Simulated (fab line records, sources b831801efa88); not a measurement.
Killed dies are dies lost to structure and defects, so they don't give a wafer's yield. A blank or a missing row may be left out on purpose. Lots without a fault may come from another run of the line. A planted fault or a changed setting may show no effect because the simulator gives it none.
Which tool did it? | flow sky130 | 7 lots, 20 wafers sampled, at 5 steps of a route of 708

WHAT THE GAUGES READ, wafer by wafer
SKY_VIA1_THK_MEAS_01.
lot  | measured     | on            | VIA1_HDPCVD_THK (nm)
L687 | day 33 16:56 | film_metro-03 | 1035 1033 1026
L690 | day 34 14:28 | film_metro-02 | 1043 1028 1048
L692 | day 35 17:54 | film_metro-04 | 1027 1034 1011
L694 | day 36 04:41 | film_metro-04 | 1032 1018 402
L696 | day 36 19:14 | film_metro-04 | 1016 390
L704 | day 39 08:32 | film_metro-04 | 1023 1014 1031
L706 | day 40 06:43 | film_metro-02 | 1040 1045 1029

WHICH TOOL RAN EACH LOT (tool, then ch and the chambers of the sampled wafers, then the start)
lot  | SKY_LDD_LDN_STRIP_12                 | SKY_CONTACT_CMP_04            | SKY_METAL1_DESCUM_17              | SKY_VIA1_HDPCVD_00
L687 | plasma_asher-03 ch 0,1, day 23 16:15 | cmp-02 ch 1,2,3, day 31 06:28 | rie_metal-01 ch 0,1, day 33 16:01 | hdpcvd-01 ch 0,1, day 33 16:50
L690 | plasma_asher-01 ch 0,1, day 24 17:42 | cmp-02 ch 0,1,2, day 32 05:08 | rie_metal-02 ch 0,1, day 34 13:31 | hdpcvd-02 ch 0,1, day 34 14:17
L692 | plasma_asher-01 ch 0,1, day 26 01:23 | cmp-01 ch 1,2,3, day 33 08:56 | rie_metal-03 ch 0,1, day 35 16:53 | hdpcvd-01 ch 0,1,2, day 35 17:49
L694 | plasma_asher-03 ch 0,1, day 26 11:18 | cmp-02 ch 0,2, day 33 19:36   | rie_metal-02 ch 0,1, day 36 03:45 | hdpcvd-01 ch 0,1, day 36 04:34
L696 | plasma_asher-01 ch 0,1, day 27 04:21 | cmp-01 ch 0,2, day 34 10:38   | rie_metal-01 ch 0,1, day 36 18:14 | hdpcvd-01 ch 0,2, day 36 19:07
L704 | plasma_asher-03 ch 0, day 29 21:15   | cmp-01 ch 0,1,3, day 37 00:59 | rie_metal-01 ch 0,1, day 39 07:38 | hdpcvd-01 ch 0,1, day 39 08:25
L706 | plasma_asher-03 ch 0,1, day 31 00:48 | cmp-01 ch 1,3, day 38 00:46   | rie_metal-02 ch 0, day 40 05:50   | hdpcvd-01 ch 1,2, day 40 06:36
- SKY_LDD_LDN_STRIP_12: strips in O2/N2.
- SKY_CONTACT_CMP_04: polishes SiO2.
- SKY_METAL1_DESCUM_17: chemistry O2, time 8 s.
- SKY_VIA1_HDPCVD_00: deposits SiO2, target thk 1030 nm, time 171.7 s.

THE ANSWER, worked out from the rows above alone
Rule: what is usual is taken from the lots themselves. Put in order of their means at a reading, lots are off if they are a third of the lots or fewer, leave a main group of 4 or more, and stand apart from it by a gap of 3 or more times the standard deviation of the main group's means; of several such gaps the widest counts. A main group whose means are all the same, to the digits that the tables above print for the reading, isn't used. A lot without any number at a reading at which 4 lots or more have one is off too. The other lots that the step has rows for count as sound.
Off: L694, L696, at SKY_VIA1_THK_MEAS_01 (VIA1_HDPCVD_THK). The main group: mean 1031 nm, standard deviation 7.
A tool fits if, at a process step before that reading, it ran every lot that is off, and no sound lot after the first of them. The gauges at SKY_VIA1_THK_MEAS_01 are tried like those tools. None of those tried fits.

WHAT THE SIMULATOR HAD PUT IN
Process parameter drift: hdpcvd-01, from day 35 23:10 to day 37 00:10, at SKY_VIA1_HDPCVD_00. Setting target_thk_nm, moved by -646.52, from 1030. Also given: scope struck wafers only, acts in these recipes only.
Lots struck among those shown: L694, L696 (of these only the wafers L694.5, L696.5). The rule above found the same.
